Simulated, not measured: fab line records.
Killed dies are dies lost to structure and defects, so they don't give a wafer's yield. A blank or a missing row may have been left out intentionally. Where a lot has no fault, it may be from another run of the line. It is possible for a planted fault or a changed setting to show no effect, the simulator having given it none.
Which tool did it? | flow sky130 | Sampling: 12 lots, 36 wafers, 4 of 708 route steps

WHAT THE GAUGES READ, wafer by wafer
SKY_SD_N_RS_MEAS_17: a four-point-probe measurement.
lot  | measured     | on           | SD_P_RS (ohm/sq)
L325 | day 27 22:18 | filmMetro-01 | 146.7 146.5 147.0
L329 | day 29 08:59 | filmMetro-04 | 145.6 146.4 146.1
L331 | day 30 03:26 | filmMetro-04 | 146.2 146.3 146.1
L333 | day 30 16:16 | filmMetro-04 | 146.6 146.4 146.4
L337 | day 32 09:21 | filmMetro-02 | 146.9 147.1 146.8
L338 | day 32 16:48 | filmMetro-04 | 146.6 147.0 147.2
L341 | day 33 13:58 | filmMetro-01 | 146.7 147.0 146.4
L342 | day 33 17:50 | filmMetro-02 | 146.7 146.5 146.7
L344 | day 34 10:34 | filmMetro-01 | 146.7 146.8 146.6
L346 | day 34 21:49 | filmMetro-02 | 147.6 147.7 147.9
L347 | day 35 03:23 | filmMetro-04 | 146.8 146.9 146.6
L348 | day 35 09:33 | filmMetro-04 | 147.4 147.4 147.4

SKY_LI_CONTACT_CD_MEAS_12: the cd target is 170 nm.
lot  | measured     | on       | cdNm (nm)
L325 | day 29 02:53 | cdSem-01 | 169.7 171.2 169.7
L329 | day 30 13:20 | cdSem-01 | 168.1 169.8 170.3
L331 | day 31 08:30 | cdSem-01 | 166.5 167.1 168.8
L333 | day 31 19:46 | cdSem-01 | 170.8 171.7 169.7
L337 | day 33 12:43 | cdSem-02 | 169.7 171.1 169.9
L338 | day 33 20:27 | cdSem-01 | 169.5 168.8 169.6
L341 | day 34 17:18 | cdSem-02 | 170.9 172.9 171.8
L342 | day 34 21:32 | cdSem-01 | 167.8 169.5 168.6
L344 | day 35 14:25 | cdSem-01 | 167.4 168.6 168.3
L346 | day 36 00:40 | cdSem-01 | 167.6 169.2 168.6
L347 | day 36 06:56 | cdSem-01 | 170.5 170.6 171.2
L348 | day 36 12:42 | cdSem-02 | 168.9 170.3 169.0

WHAT TOOL EACH LOT RAN ON (gives the tool, then ch and the chambers of the sampled wafers, and finally the start)
lot  | SKY_SD_P_IMPLANT_09             | SKY_SD_N_RTA_14
L325 | implanter-01 ch 0, day 25 11:20 | rtpAnneal-01 ch 0, day 27 22:00
L329 | implanter-02 ch 0, day 26 23:50 | rtpAnneal-01 ch 0, day 29 08:41
L331 | implanter-02 ch 0, day 27 19:24 | rtpAnneal-01 ch 0, day 30 03:08
L333 | implanter-04 ch 0, day 28 06:16 | rtpAnneal-01 ch 0, day 30 15:58
L337 | implanter-01 ch 0, day 30 00:57 | rtpAnneal-01 ch 0, day 32 09:02
L338 | implanter-02 ch 0, day 30 09:27 | rtpAnneal-02 ch 0, day 32 16:31
L341 | implanter-02 ch 0, day 31 07:09 | rtpAnneal-01 ch 0, day 33 13:40
L342 | implanter-02 ch 0, day 31 11:05 | rtpAnneal-02 ch 0, day 33 17:32
L344 | implanter-02 ch 0, day 32 04:15 | rtpAnneal-02 ch 0, day 34 10:16
L346 | implanter-04 ch 0, day 32 15:40 | rtpAnneal-02 ch 0, day 34 21:31
L347 | implanter-02 ch 0, day 32 20:16 | rtpAnneal-01 ch 0, day 35 03:05
L348 | implanter-02 ch 0, day 33 03:43 | rtpAnneal-02 ch 0, day 35 09:14
- SKY_SD_P_IMPLANT_09
- SKY_SD_N_RTA_14: time 2 s.

AS READ BY THE TOOLS THEMSELVES (means over the sampled wafers that have a number; for cases with no such wafer, the mark the record gives instead)
SKY_SD_P_IMPLANT_09.
lot  | tool         | beamEnergyKeV | tiltDeg (degrees)
L325 | implanter-01 | 20.002        | 0.008
L329 | implanter-02 | 20.255        | 0.002
L331 | implanter-02 | 20.249        | -0.012
L333 | implanter-04 | 20.000        | -0.009
L337 | implanter-01 | 20.002        | -0.012
L338 | implanter-02 | 20.002        | 0.003
L341 | implanter-02 | 20.006        | -0.019
L342 | implanter-02 | 19.997        | -0.012
L344 | implanter-02 | 20.000        | 0.018
L346 | implanter-04 | 19.993        | -0.008
L347 | implanter-02 | 20.006        | -0.001
L348 | implanter-02 | 20.007        | 0.007

SKY_SD_N_RTA_14.
lot  | tool         | lampPowerPct (%) | wafer_temp_C_max
L325 | rtpAnneal-01 | 15.70            | 1077.1
L329 | rtpAnneal-01 | 15.75            | 1077.4
L331 | rtpAnneal-01 | 15.70            | 1078.1
L333 | rtpAnneal-01 | 15.75            | 1078.1
L337 | rtpAnneal-01 | 15.70            | 1077.6
L338 | rtpAnneal-02 | 15.71            | 1078.4
L341 | rtpAnneal-01 | 15.74            | 1078.7
L342 | rtpAnneal-02 | 15.76            | 1077.7
L344 | rtpAnneal-02 | 15.74            | 1077.9
L346 | rtpAnneal-02 | 15.74            | 1077.8
L347 | rtpAnneal-01 | 15.73            | 1077.7
L348 | rtpAnneal-02 | 15.71            | 1077.9

THE ANSWER, worked out from the rows above alone
Rule: the lots themselves supply what counts as usual. Put in order of their means at a reading, lots are off if they are a third of the lots or fewer, leave a main group of 4 or more, and stand apart from it by a gap of 3 or more times the standard deviation of the main group's means; of several such gaps the widest counts. A main group whose means are all the same, to the digits that the tables above print for the reading, isn't used. Also off: a lot with no number at a reading for which 4 or more lots have one. All remaining lots with rows at the step are treated as sound. Order of review: gauges by route order, followed by the tools' own readings, for which a lot's mean as printed above is used. The first step at which some lot is off is used, and at that step the reading that is off furthest; a lot without a number counts as furthest.
Off at SKY_SD_P_IMPLANT_09 (beamEnergyKeV): L329, L331. Main group: mean 20.002, sd 0.0041.
If a tool, at that step or one of the process steps before it, ran each lot that is off and ran no sound lot following the first of them, it fits. Not one of the candidates tried fits.

WHAT THE SIMULATOR HAD INSERTED
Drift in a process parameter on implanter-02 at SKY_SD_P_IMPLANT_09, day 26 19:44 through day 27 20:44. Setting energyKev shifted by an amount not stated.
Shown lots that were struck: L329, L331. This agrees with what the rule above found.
